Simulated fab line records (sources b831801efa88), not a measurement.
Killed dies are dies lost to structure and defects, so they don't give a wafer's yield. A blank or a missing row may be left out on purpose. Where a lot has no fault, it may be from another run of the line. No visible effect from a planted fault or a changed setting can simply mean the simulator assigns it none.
fab line records + flow sky130
[record]
- lots = 7
- wafers = 21
- lastDay = 51
route steps=708 shown LDD_N@253 LDD_P@255 LDD_HVN@267 LDD_HVP@278
lots untouched by any fault: they come from a run of this same line in which no faults occurred
startH: hours from the record's first day to the start of the lot's first wafer shown + waitH: hours from the lot's prior step to this one + " same as the row above + L1.1+2: one row covering several wafers at once + - no value, or no start given + * or withheld: withheld + < > ~ a bound
route shown NAME@n: NAME is a module with steps in the file, n the number in the route of the first one + usual: mean/standard deviation taken from wafers without a fault + same: alike in all rows + chamber/n: place in a boat + sites: the reading at each site + _std_site: the standard deviation of these + _edge_site: outer sites' mean less inner sites' + radiusMm: for every site, how far away it sits from the centre of the wafer + mask NAME#n: copy n + behind: the tool/chamber that last shaped the wafer + hold: reason for holding the lot/hours on hold/outcome of the hold + device: which transistor (n, p or np) failed to switch + end of line: the same wafers' tests at the end of the route + where a step has no rows: the recipe by itself + killed: count of dies lost to structure and defects at first sort (not the wafer's yield) + map: per-die view of a wafer (x killed, . not killed, _ where there is no die)
set.NAME: the setting the step ran with; set.NAME@STEP: the setting that earlier step ran with + model.NAME: the simulator's own value behind a step, which no gauge read
lots at selected steps of the route; one table per step, one row per wafer
services: the hour from which a tool's chamber was out of use, counted from the record's first day as startH (under 0 if before that day), plus the number of hours and why
[[steps]]
[step SKY_LDD_N_STRIP_16]
[recipe]
- chemistry = O2/N2
- powerW = 1400
- pressureMtorr = 1500
- platenTempC = withheld
- o2FlowSccm = 3000
- n2FlowSccm = 300
- overashFraction = 0.5
[usual]
- chamberPressureMTorr = 1500/3.3
- drypumpMotorCurrentA = 5.8/0.48
- oesProductAu = 0.406/0.0047
- stripTimeToEndpointS = 4.317/0.012
[same]
- overashFraction = 0.5
| lot.wafer | tool           | chamber | startH | waitH | chamberPressureMTorr | drypumpMotorCurrentA | oesProductAu | rfHoursCounterH | stripTimeToEndpointS |
|-----------|----------------|---------|--------|-------|----------------------|----------------------|--------------|-----------------|----------------------|
| L453.2    | plasmaAsher-04 | 0       | 447.02 | 0.1   | 1499                 | 6.4                  | 0.418        | 2               | 4.307                |
| L453.3    | "              | 1       | "      | "     | 1497                 | 6.0                  | 0.403        | -               | 4.302                |
| L453.5    | "              | 1       | "      | "     | 1501                 | 6.0                  | 0.408        | -               | 4.305                |
| L465.1    | plasmaAsher-04 | 1       | 534.62 | 0.1   | 1501                 | 6.0                  | 0.408        | 11              | 4.314                |
| L465.2    | "              | 0       | "      | "     | 1500                 | 6.4                  | 0.405        | 11              | 4.325                |
| L465.5    | "              | 0       | "      | "     | 1500                 | 6.4                  | 0.417        | -               | 4.331                |
| L464.2    | plasmaAsher-04 | 0       | 538.29 | 0.1   | 1501                 | 6.4                  | 0.403        | 11              | 4.310                |
| L464.3    | "              | 0       | "      | "     | 1502                 | 6.3                  | 0.413        | -               | 4.302                |
| L464.6    | "              | 0       | "      | "     | 1499                 | 6.3                  | 0.406        | -               | 4.319                |
| L466.1    | plasmaAsher-02 | 1       | 538.77 | 0.1   | 1502                 | 5.2                  | 0.409        | 42              | 4.320                |
| L466.2    | "              | 0       | "      | "     | 1500                 | 5.2                  | 0.404        | 42              | 4.318                |
| L466.6    | "              | 0       | "      | "     | 1500                 | 5.2                  | 0.407        | -               | 4.300                |
| L471.1    | plasmaAsher-03 | 1       | 571.44 | 0.1   | 1499                 | 6.1                  | 0.407        | 77              | 4.327                |
| L471.5    | "              | 1       | "      | "     | 1501                 | 6.1                  | 0.408        | -               | 4.324                |
| L471.6    | "              | 0       | "      | "     | 1498                 | 6.1                  | 0.410        | -               | 4.335                |
| L473.2    | plasmaAsher-04 | 0       | 597.54 | 0.1   | 1500                 | 6.4                  | 0.405        | 18              | 4.319                |
| L473.3    | "              | 0       | "      | "     | 1500                 | 6.3                  | 0.403        | -               | 4.317                |
| L473.6    | "              | 1       | "      | "     | 1503                 | 6.1                  | 0.399        | -               | 4.330                |
| L475.2    | plasmaAsher-02 | 1       | 617.17 | 0.1   | 1501                 | 5.2                  | 0.399        | 51              | 4.312                |
| L475.5    | "              | 1       | "      | "     | 1501                 | 5.2                  | 0.416        | -               | 4.298                |
| L475.6    | "              | 0       | "      | "     | 1502                 | 5.2                  | 0.404        | -               | 4.291                |
[step SKY_LDD_N_TW_MEAS_17]
[usual]
- LDD_N_TW = 2598/27
| lot.wafer | tool         | chamber | startH | waitH | LDD_N_TW |
|-----------|--------------|---------|--------|-------|----------|
| L453.2    | filmMetro-03 | -       | 447.13 | 0.1   | 2604     |
| L453.3    | "            | -       | "      | "     | 2608     |
| L453.5    | "            | -       | "      | "     | 2596     |
| L465.1    | filmMetro-04 | -       | 534.72 | 0.1   | 2595     |
| L465.2    | "            | -       | "      | "     | 2605     |
| L465.5    | "            | -       | "      | "     | 2600     |
| L464.2    | filmMetro-04 | -       | 538.40 | 0.1   | 2604     |
| L464.3    | "            | -       | "      | "     | 2598     |
| L464.6    | "            | -       | "      | "     | 2606     |
| L466.1    | filmMetro-03 | -       | 538.87 | 0.1   | 2583     |
| L466.2    | "            | -       | "      | "     | 2591     |
| L466.6    | "            | -       | "      | "     | 2581     |
| L471.1    | filmMetro-04 | -       | 571.54 | 0.1   | 2625     |
| L471.5    | "            | -       | "      | "     | 2602     |
| L471.6    | "            | -       | "      | "     | 2604     |
| L473.2    | filmMetro-04 | -       | 597.65 | 0.1   | 2625     |
| L473.3    | "            | -       | "      | "     | 2603     |
| L473.6    | "            | -       | "      | "     | 2608     |
| L475.2    | filmMetro-03 | -       | 617.28 | 0.1   | 2603     |
| L475.5    | "            | -       | "      | "     | 2599     |
| L475.6    | "            | -       | "      | "     | 2582     |
[step SKY_LDD_P_DEHYDRATE_00]
[recipe]
- tempC = 200
- timeS = 60
[step SKY_LDD_P_HMDS_01]
[recipe]
- primeTimeS = 60
- primeTempC = 120
[step SKY_LDD_P_COAT_02]
[recipe]
- resist = NOVOLAK
- spinRpm = 3000
- resistThkNm = 1140
[step SKY_LDD_P_SOFTBAKE_03]
[recipe]
- tempC = 90
- timeS = 60
- resist = NOVOLAK
[step SKY_LDD_P_EXPOSE_04]
[recipe]
- maskId = PSDM
- na = 0.6
- sourceShape = conventional
- sigmaOuter = 0.6
- polarization = unpolarized
- targetCdNm = 380
- doseMj = 138
[step SKY_LDD_P_PEB_05]
[recipe]
- tempC = withheld
- timeS = *
- resist = NOVOLAK
[step SKY_LDD_P_DEVELOP_06]
[recipe]
- resist = NOVOLAK
- developer = TMAH
- developTimeS = 60
- devTempC = 23
[step SKY_LDD_P_CD_MEAS_07]
[recipe]
- targetCdNm = 380
[usual]
- cdNm = 379.7/3
| lot.wafer | tool     | chamber | startH | waitH | cdNm  |
|-----------|----------|---------|--------|-------|-------|
| L453.2    | cdSem-02 | -       | 478.15 | 0.1   | 378.6 |
| L453.3    | "        | -       | "      | "     | 380.9 |
| L453.5    | "        | -       | "      | "     | 379.5 |
| L465.1    | cdSem-01 | -       | 563.96 | 0.1   | 382.3 |
| L465.2    | "        | -       | "      | "     | 383.5 |
| L465.5    | "        | -       | "      | "     | 382.0 |
| L464.2    | cdSem-01 | -       | 568.53 | 0.1   | 374.9 |
| L464.3    | "        | -       | "      | "     | 372.2 |
| L464.6    | "        | -       | "      | "     | 372.8 |
| L466.1    | cdSem-01 | -       | 568.98 | 0.1   | 375.3 |
| L466.2    | "        | -       | "      | "     | 372.0 |
| L466.6    | "        | -       | "      | "     | 372.8 |
| L471.1    | cdSem-01 | -       | 600.98 | 0.1   | 379.8 |
| L471.5    | "        | -       | "      | "     | 380.1 |
| L471.6    | "        | -       | "      | "     | 377.7 |
| L473.2    | cdSem-01 | -       | 627.40 | 0.1   | 387.6 |
| L473.3    | "        | -       | "      | "     | 386.9 |
| L473.6    | "        | -       | "      | "     | 384.8 |
| L475.2    | cdSem-01 | -       | 646.33 | 0.1   | 377.6 |
| L475.5    | "        | -       | "      | "     | 375.9 |
| L475.6    | "        | -       | "      | "     | 378.6 |
[step SKY_LDD_P_OVL_MEAS_08]
[usual]
- LDD_P_OVL = -0.3/1.2
| lot.wafer | tool       | chamber | startH | waitH | LDD_P_OVL[nm] |
|-----------|------------|---------|--------|-------|---------------|
| L453.2    | overlay-01 | -       | 478.26 | 0.1   | 0.6           |
| L453.3    | "          | -       | "      | "     | -0.7          |
| L453.5    | "          | -       | "      | "     | -0.9          |
| L465.1    | overlay-02 | -       | 564.08 | 0.1   | -0.4          |
| L465.2    | "          | -       | "      | "     | -0.9          |
| L465.5    | "          | -       | "      | "     | 0.3           |
| L464.2    | overlay-02 | -       | 568.63 | 0.1   | 0.1           |
| L464.3    | "          | -       | "      | "     | 0.0           |
| L464.6    | "          | -       | "      | "     | -0.4          |
| L466.1    | overlay-02 | -       | 569.10 | 0.1   | 1.1           |
| L466.2    | "          | -       | "      | "     | -0.5          |
| L466.6    | "          | -       | "      | "     | -1.1          |
| L471.1    | overlay-02 | -       | 601.10 | 0.1   | 0.0           |
| L471.5    | "          | -       | "      | "     | -2.3          |
| L471.6    | "          | -       | "      | "     | -0.7          |
| L473.2    | overlay-02 | -       | 627.51 | 0.1   | 0.3           |
| L473.3    | "          | -       | "      | "     | -0.7          |
| L473.6    | "          | -       | "      | "     | 0.8           |
| L475.2    | overlay-02 | -       | 646.43 | 0.1   | 1.1           |
| L475.5    | "          | -       | "      | "     | 0.7           |
| L475.6    | "          | -       | "      | "     | 1.8           |
[step SKY_LDD_P_IMPLANT_09]
[recipe]
- species = BF2
- energyKev = 25
- doseCm2 = 1e+13
- tiltDeg = withheld
[step SKY_LDD_P_STRIP_10]
[recipe]
- chemistry = O2/N2
- powerW = 1400
- pressureMtorr = 1500
- platenTempC = withheld
- o2FlowSccm = 3000
- n2FlowSccm = 300
- overashFraction = 0.5
[usual]
- chamberPressureMTorr = 1500.0/1.3
- drypumpMotorCurrentA = 5.6/0.46
- oesProductAu = 0.715/0.0044
- overashFraction = 0.5/0
- stripTimeToEndpointS = 14.17/0.044
| lot.wafer | tool           | chamber | startH | waitH | chamberPressureMTorr | drypumpMotorCurrentA | oesProductAu | overashFraction | rfHoursCounterH | stripTimeToEndpointS | model.NOVOLAK_of_LDD_P_COAT_02.thkNm |
|-----------|----------------|---------|--------|-------|----------------------|----------------------|--------------|-----------------|-----------------|----------------------|--------------------------------------|
| L453.2    | plasmaAsher-03 | 1       | 478.44 | 0.1   | 1500.5               | 6.1                  | 0.712        | 0.5             | 67              | 14.18                | 0                                    |
| L453.3    | "              | 0       | "      | "     | 1498.2               | 6.1                  | 0.717        | 0.5             | -               | 14.20                | 0                                    |
| L453.5    | "              | 0       | "      | "     | 1499.0               | 6.1                  | 0.720        | 0.5             | -               | 14.17                | 0                                    |
| L465.1    | plasmaAsher-02 | 0       | 564.26 | 0.1   | -                    | -                    | -            | -               | -               | -                    | 1138                                 |
| L465.2    | "              | 1       | "      | "     | -                    | -                    | -            | -               | -               | -                    | 1133                                 |
| L465.5    | "              | 0       | "      | "     | -                    | -                    | -            | -               | -               | -                    | 1140                                 |
| L464.2    | plasmaAsher-03 | 1       | 568.81 | 0.1   | -                    | -                    | -            | -               | -               | -                    | 1146                                 |
| L464.3    | "              | 1       | "      | "     | -                    | -                    | -            | -               | -               | -                    | 1147                                 |
| L464.6    | "              | 1       | "      | "     | -                    | -                    | -            | -               | -               | -                    | 1150                                 |
| L466.1    | plasmaAsher-02 | 1       | 569.29 | 0.1   | -                    | -                    | -            | -               | -               | -                    | 1139                                 |
| L466.2    | "              | 0       | "      | "     | -                    | -                    | -            | -               | -               | -                    | 1139                                 |
| L466.6    | "              | 1       | "      | "     | -                    | -                    | -            | -               | -               | -                    | 1139                                 |
| L471.1    | plasmaAsher-02 | 0       | 601.33 | 0.2   | 1501.5               | 5.2                  | 0.714        | 0.5             | 49              | 14.20                | 0                                    |
| L471.5    | "              | 0       | "      | "     | 1499.2               | 5.2                  | 0.713        | 0.5             | -               | 14.19                | 0                                    |
| L471.6    | "              | 1       | "      | "     | 1500.1               | 5.2                  | 0.716        | 0.5             | -               | 14.15                | 0                                    |
| L473.2    | plasmaAsher-02 | 0       | 627.69 | 0.1   | 1500.4               | 5.2                  | 0.716        | 0.5             | 52              | 14.09                | 0                                    |
| L473.3    | "              | 0       | "      | "     | 1502.1               | 5.2                  | 0.708        | 0.5             | -               | 14.13                | 0                                    |
| L473.6    | "              | 1       | "      | "     | 1500.9               | 5.2                  | 0.711        | 0.5             | -               | 14.15                | 0                                    |
| L475.2    | plasmaAsher-03 | 0       | 646.61 | 0.1   | 1500.0               | 6.1                  | 0.720        | 0.5             | 83              | 14.22                | 0                                    |
| L475.5    | "              | 0       | "      | "     | 1500.0               | 6.1                  | 0.717        | 0.5             | -               | 14.24                | 0                                    |
| L475.6    | "              | 1       | "      | "     | 1497.6               | 6.1                  | 0.716        | 0.5             | -               | 14.19                | 0                                    |
[step SKY_LDD_P_TW_MEAS_11]
[usual]
- LDD_P_TW = 632/6.5
| lot.wafer | tool         | chamber | startH | waitH | LDD_P_TW |
|-----------|--------------|---------|--------|-------|----------|
| L453.2    | filmMetro-02 | -       | 478.55 | 0.1   | 637      |
| L453.3    | "            | -       | "      | "     | 638      |
| L453.5    | "            | -       | "      | "     | 636      |
| L465.1    | filmMetro-02 | -       | 564.36 | 0.1   | 630      |
| L465.2    | "            | -       | "      | "     | 629      |
| L465.5    | "            | -       | "      | "     | 628      |
| L464.2    | filmMetro-02 | -       | 568.92 | 0.1   | 631      |
| L464.3    | "            | -       | "      | "     | 632      |
| L464.6    | "            | -       | "      | "     | 634      |
| L466.1    | filmMetro-02 | -       | 569.39 | 0.1   | 631      |
| L466.2    | "            | -       | "      | "     | 636      |
| L466.6    | "            | -       | "      | "     | 630      |
| L471.1    | filmMetro-02 | -       | 601.43 | 0.1   | 630      |
| L471.5    | "            | -       | "      | "     | 628      |
| L471.6    | "            | -       | "      | "     | 630      |
| L473.2    | filmMetro-03 | -       | 627.80 | 0.1   | 637      |
| L473.3    | "            | -       | "      | "     | 637      |
| L473.6    | "            | -       | "      | "     | 641      |
| L475.2    | filmMetro-02 | -       | 646.72 | 0.1   | 634      |
| L475.5    | "            | -       | "      | "     | 632      |
| L475.6    | "            | -       | "      | "     | 632      |
[step SKY_LDD_HVN_DEHYDRATE_00]
[recipe]
- tempC = 200
- timeS = 60
[step SKY_LDD_HVN_HMDS_01]
[recipe]
- primeTimeS = 60
- primeTempC = 120
[step SKY_LDD_HVN_COAT_02]
[recipe]
- resist = NOVOLAK
- spinRpm = 3000
- resistThkNm = 300
[step SKY_LDD_HVN_SOFTBAKE_03]
[recipe]
- tempC = 90
- timeS = 60
- resist = NOVOLAK
[step SKY_LDD_HVN_EXPOSE_04]
[recipe]
- maskId = HVNTM
- na = 0.6
- sourceShape = conventional
- sigmaOuter = 0.6
- polarization = unpolarized
- targetCdNm = 700
- doseMj = 127
[step SKY_LDD_HVN_PEB_05]
[recipe]
- tempC = withheld
- timeS = *
- resist = NOVOLAK
[step SKY_LDD_HVN_DEVELOP_06]
[recipe]
- resist = NOVOLAK
- developer = TMAH
- developTimeS = 60
- devTempC = 23
[step SKY_LDD_HVN_OVL_MEAS_07]
[usual]
- LDD_HVN_OVL = 0.0/1.4
| lot.wafer | tool       | chamber | startH | waitH | LDD_HVN_OVL[nm] |
|-----------|------------|---------|--------|-------|-----------------|
| L453.2    | overlay-02 | -       | 509.44 | 0.1   | -0.8            |
| L453.3    | "          | -       | "      | "     | -2.0            |
| L453.5    | "          | -       | "      | "     | -2.0            |
| L465.1    | overlay-02 | -       | 594.19 | 0.1   | 1.3             |
| L465.2    | "          | -       | "      | "     | -0.3            |
| L465.5    | "          | -       | "      | "     | 1.7             |
| L464.2    | overlay-02 | -       | 598.13 | 0.1   | 2.5             |
| L464.3    | "          | -       | "      | "     | 1.5             |
| L464.6    | "          | -       | "      | "     | 0.2             |
| L466.1    | overlay-02 | -       | 598.48 | 0.1   | -2.9            |
| L466.2    | "          | -       | "      | "     | -1.2            |
| L466.6    | "          | -       | "      | "     | -3.2            |
| L471.1    | overlay-02 | -       | 630.13 | 0.1   | -0.7            |
| L471.5    | "          | -       | "      | "     | 3.6             |
| L471.6    | "          | -       | "      | "     | 2.5             |
| L473.2    | overlay-02 | -       | 656.44 | 0.1   | 0.3             |
| L473.3    | "          | -       | "      | "     | 1.0             |
| L473.6    | "          | -       | "      | "     | 0.2             |
| L475.2    | overlay-01 | -       | 674.79 | 0.1   | -2.1            |
| L475.5    | "          | -       | "      | "     | -1.7            |
| L475.6    | "          | -       | "      | "     | -1.7            |
[step SKY_LDD_HVN_IMPLANT_08]
[recipe]
- species = P
- energyKev = 60
- doseCm2 = 3e+13
- tiltDeg = 40
[step SKY_LDD_HVN_STRIP_09]
[recipe]
- chemistry = O2/N2
- powerW = 1400
- pressureMtorr = 1500
- platenTempC = withheld
- o2FlowSccm = 3000
- n2FlowSccm = 300
- overashFraction = 0.5
[usual]
- chamberPressureMTorr = 1499.9/1.3
- drypumpMotorCurrentA = 5.9/0.5
- oesProductAu = 0.408/0.0044
- stripTimeToEndpointS = 4.133/0.014
[same]
- overashFraction = 0.5
| lot.wafer | tool           | chamber | startH | waitH | chamberPressureMTorr | drypumpMotorCurrentA | oesProductAu | rfHoursCounterH | stripTimeToEndpointS |
|-----------|----------------|---------|--------|-------|----------------------|----------------------|--------------|-----------------|----------------------|
| L453.2    | plasmaAsher-04 | 0       | 509.62 | 0.1   | 1500.6               | 6.3                  | 0.409        | 8               | 4.136                |
| L453.3    | "              | 0       | "      | "     | 1497.3               | 6.3                  | 0.404        | -               | 4.156                |
| L453.5    | "              | 0       | "      | "     | 1500.1               | 6.3                  | 0.407        | -               | 4.135                |
| L465.1    | plasmaAsher-02 | 0       | 594.38 | 0.1   | 1498.1               | 5.2                  | 0.717        | 48              | 21.738               |
| L465.2    | "              | 1       | "      | "     | 1499.0               | 5.2                  | 0.719        | 48              | 21.658               |
| L465.5    | "              | 0       | "      | "     | 1498.4               | 5.2                  | 0.724        | -               | 21.770               |
| L464.2    | plasmaAsher-02 | 1       | 598.31 | 0.1   | 1499.0               | 5.2                  | 0.720        | 48              | 21.847               |
| L464.3    | "              | 1       | "      | "     | 1500.2               | 5.2                  | 0.711        | -               | 21.855               |
| L464.6    | "              | 1       | "      | "     | 1498.9               | 5.2                  | 0.717        | -               | 21.923               |
| L466.1    | plasmaAsher-04 | 0       | 598.67 | 0.1   | 1501.8               | 6.4                  | 0.712        | 18              | 21.716               |
| L466.2    | "              | 1       | "      | "     | 1500.1               | 6.0                  | 0.716        | 18              | 21.729               |
| L466.6    | "              | 1       | "      | "     | 1500.2               | 6.0                  | 0.714        | -               | 21.726               |
| L471.1    | plasmaAsher-01 | 0       | 630.32 | 0.1   | 1500.5               | 5.3                  | 0.408        | 77              | 4.133                |
| L471.5    | "              | 0       | "      | "     | 1501.0               | 5.3                  | 0.403        | -               | 4.139                |
| L471.6    | "              | 1       | "      | "     | 1499.1               | 6.4                  | 0.393        | -               | 4.130                |
| L473.2    | plasmaAsher-04 | 0       | 656.62 | 0.1   | 1500.7               | 6.4                  | 0.409        | 24              | 4.138                |
| L473.3    | "              | 0       | "      | "     | 1500.4               | 6.3                  | 0.408        | -               | 4.145                |
| L473.6    | "              | 1       | "      | "     | 1500.2               | 6.0                  | 0.406        | -               | 4.121                |
| L475.2    | plasmaAsher-04 | 0       | 674.97 | 0.1   | 1499.2               | 6.4                  | 0.408        | 25              | 4.121                |
| L475.5    | "              | 0       | "      | "     | 1500.7               | 6.4                  | 0.407        | -               | 4.145                |
| L475.6    | "              | 1       | "      | "     | 1498.5               | 6.0                  | 0.413        | -               | 4.138                |
[step SKY_LDD_HVN_TW_MEAS_10]
[usual]
- LDD_HVN_TW = 1435/19
| lot.wafer | tool         | chamber | startH | waitH | LDD_HVN_TW |
|-----------|--------------|---------|--------|-------|------------|
| L453.2    | filmMetro-04 | -       | 509.73 | 0.1   | 1457       |
| L453.3    | "            | -       | "      | "     | 1453       |
| L453.5    | "            | -       | "      | "     | 1455       |
| L465.1    | filmMetro-02 | -       | 594.48 | 0.1   | 30         |
| L465.2    | "            | -       | "      | "     | 30         |
| L465.5    | "            | -       | "      | "     | 30         |
| L464.2    | filmMetro-04 | -       | 598.42 | 0.1   | 30         |
| L464.3    | "            | -       | "      | "     | 30         |
| L464.6    | "            | -       | "      | "     | 30         |
| L466.1    | filmMetro-02 | -       | 598.77 | 0.1   | 30         |
| L466.2    | "            | -       | "      | "     | 30         |
| L466.6    | "            | -       | "      | "     | 30         |
| L471.1    | filmMetro-02 | -       | 630.42 | 0.1   | 1432       |
| L471.5    | "            | -       | "      | "     | 1426       |
| L471.6    | "            | -       | "      | "     | 1424       |
| L473.2    | filmMetro-01 | -       | 656.73 | 0.1   | 1403       |
| L473.3    | "            | -       | "      | "     | 1406       |
| L473.6    | "            | -       | "      | "     | 1389       |
| L475.2    | filmMetro-01 | -       | 675.08 | 0.1   | 1389       |
| L475.5    | "            | -       | "      | "     | 1395       |
| L475.6    | "            | -       | "      | "     | 1387       |
[step SKY_LDD_HVP_DEHYDRATE_00]
[recipe]
- tempC = 200
- timeS = 60
[[services]]
| tool           | chamber | startH | hours | kind   |
|----------------|---------|--------|-------|--------|
| plasmaAsher-04 | 0       | 430.25 | -     | clean  |
| plasmaAsher-04 | 1       | 430.25 | -     | clean  |
| plasmaAsher-02 | -       | 461.76 | 15.6  | pm     |
| plasmaAsher-03 | -       | 461.98 | 0.4   | repair |
| plasmaAsher-01 | -       | 482.69 | 2.3   | repair |
| plasmaAsher-04 | -       | 484.92 | 3.6   | repair |
| plasmaAsher-02 | -       | 560.29 | 1.4   | repair |
| plasmaAsher-04 | -       | 570.40 | 2.8   | pm     |
| plasmaAsher-02 | -       | 577.52 | 5.0   | repair |
| plasmaAsher-01 | -       | 587.25 | 15.6  | pm     |
| plasmaAsher-03 | -       | 595.12 | 12.3  | repair |
| plasmaAsher-01 | -       | 606.45 | 4.1   | repair |
[[key]]
[firstSign]
- step = SKY_LDD_P_STRIP_10
- reading = toolRecord
- direction = missing
[effect]
- step = SKY_LDD_HVN_STRIP_09
- reading = stripTimeToEndpointS
- direction = up
- sigmas = 99+
- usual = *
- struck = *
[effect]
- step = SKY_LDD_HVN_TW_MEAS_10
- reading = LDD_HVN_TW
- direction = down
- sigmas = 74
- usual = 1435
- struck = 30
[modelEffect]
- step = SKY_LDD_P_STRIP_10
- value = NOVOLAK_of_LDD_P_COAT_02.thkNm
- without = 0
- struck = 1141
metAt SKY_LDD_P_STRIP_10
struckWafers L464.2,L464.3,L464.6,L465.1,L465.2,L465.5,L466.1,L466.2,L466.6
rowsEnd L464.2,L464.3,L464.6,L466.2
sortLeftOut L465.1,L465.2,L465.5,L466.1,L466.6
testerLeftOut L465,L466
onsetBetween 478.44 564.26
[fault]
- kind = skippedStepWhole
- tool = plasmaAsher-02,plasmaAsher-03
- chamber = -
- onsetH = 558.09
- steps = SKY_LDD_P_STRIP_10
- scope = struckLotsOnly
// testerLeftOut: of these lots the tester's yield and bins aren't shown, on N5 and GAA mostly nor the transistor test; their killed dies are dies lost to structure and defects alone, not to doping, threshold or leakage, so they don't give the yield
// sortLeftOut: the simulated sort isn't trusted on such a fault, so these wafers' sort isn't shown, and their yield isn't known
// rowsEnd: these wafers met a further fault down the route, and their rows from its step on are left out
